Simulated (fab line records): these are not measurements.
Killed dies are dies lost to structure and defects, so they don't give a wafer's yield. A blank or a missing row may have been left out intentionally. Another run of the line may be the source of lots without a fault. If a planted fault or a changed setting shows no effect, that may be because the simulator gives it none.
Problem report, 8D (eight disciplines) form, completed by code    flow sky130    the parts of the form that need people (team, actions taken, sign-off) are left out

== 1. WHAT WENT WRONG ==
At SKY_LDD_LDN_STRIP_12, strip_time_to_endpoint_s averages 8.14 s over 6 wafers from 2 lots, while fault-free wafers read 14.18 s, standard deviation 0.038. So: -99 or more standard deviations from the usual mean.
The step: strips in O2/N2.
Earliest sighting: wafer L155.1 on plasma_asher-01 at day 27 19:19. The record has a number at this step for 36 wafers belonging to 12 lots. The rule behind "out" and "out of limits": a value lying over 4 standard deviations away from the usual mean. The other wafers with a number count as sound.

== 2. WHAT THIS IS AND IS NOT ==
question                     is                                        is not
which readings at this step  strip_time_to_endpoint_s, oes_product_au  drypump_motor_current_A
which lots                   L152, L155                                L144, L145, L147, L154, L156, L158, L160, L162, L163, L166
which wafers of those lots   all that have a number                    -
read on which tools          plasma_asher-01                           plasma_asher-02, plasma_asher-03
when                         from day 27 19:19                         up to then (12 sound wafers); but 18 sound wafers of L156, L158, L160, L162, L163, L166 came after

== 3. SUSPECTS, AND WHAT RULES EACH OUT ==
Counting: a tool stays on the suspect list if, at a process step up to the reading, it processed all lots that are out and no sound lot following the first of them.
- plasma_asher-02 at SKY_SONOS_ONO_STRIP_17 (strips in O2/N2): ruled out as a lasting fault. Following L152 (day 16 07:05), the first lot on it that is out, the sound lots L158, L162 were run on it.
- litho_track-03 at SKY_LDD_LDN_COAT_02 (resist thk 1140 nm): kept. It ran every lot that is out, first L155 (day 27 03:31), and no sound lot after that; its last sound lot up to then is L147 (day 24 05:07).
- plasma_asher-01 at SKY_LDD_LDN_STRIP_12 (strips in O2/N2): ruled out as a lasting fault. Following L155 (day 27 19:19), the first lot on it that is out, the sound lots L158 were run on it.
Left after counting: litho_track-03 at SKY_LDD_LDN_COAT_02.

== 4. THE CAUSE (what the simulator had put in) ==
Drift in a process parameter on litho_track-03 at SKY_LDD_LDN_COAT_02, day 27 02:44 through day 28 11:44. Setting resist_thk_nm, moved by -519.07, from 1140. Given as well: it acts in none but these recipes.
After counting, this tool was the only one left.

== 5. SEQUENCE OF EFFECTS, ordered by route ==
Each row: a reading whose mean over the struck wafers that have a number lies more than 3 standard deviations from the usual. Readings are gone through only where the record gives a usual standard deviation; hours: the median, over the lots, of the time from a lot's start at the first step in this table giving one to that lot's start at this step; sigmas: the change measured in usual standard deviations.
hours  step                  reading                   usual       on struck wafers  change  sigmas
0      SKY_LDD_LDN_STRIP_12  oes_product_au            0.716 a.u.  0.574             -0.142  -36
0      SKY_LDD_LDN_STRIP_12  strip_time_to_endpoint_s  14.18 s     8.14              -6.04   -99 or more
The process steps in it:
- SKY_LDD_LDN_STRIP_12: strips in O2/N2.
At these later measuring or inspecting steps, every struck wafer for which the step has a row has a number for every such reading, and none has moved that far: SKY_SD_N_CD_MEAS_07, SKY_SD_N_RS_MEAS_16.

== 6. WHAT WOULD HAVE CAUGHT IT SOONER ==
First out-of-limits reading in this record: day 27 19:19, which is 17 hours after fault onset at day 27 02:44.
No tool reading at SKY_LDD_LDN_COAT_02 that has a usual standard deviation in the record was out on any struck wafer, so an alarm limit of 4 standard deviations on those readings would not have fired.
Each of the lots that are out, 2 in all, had begun SKY_LDD_LDN_COAT_02 on litho_track-03 no later than day 27 19:19. Tool hold at that time: it would have spared none of them.
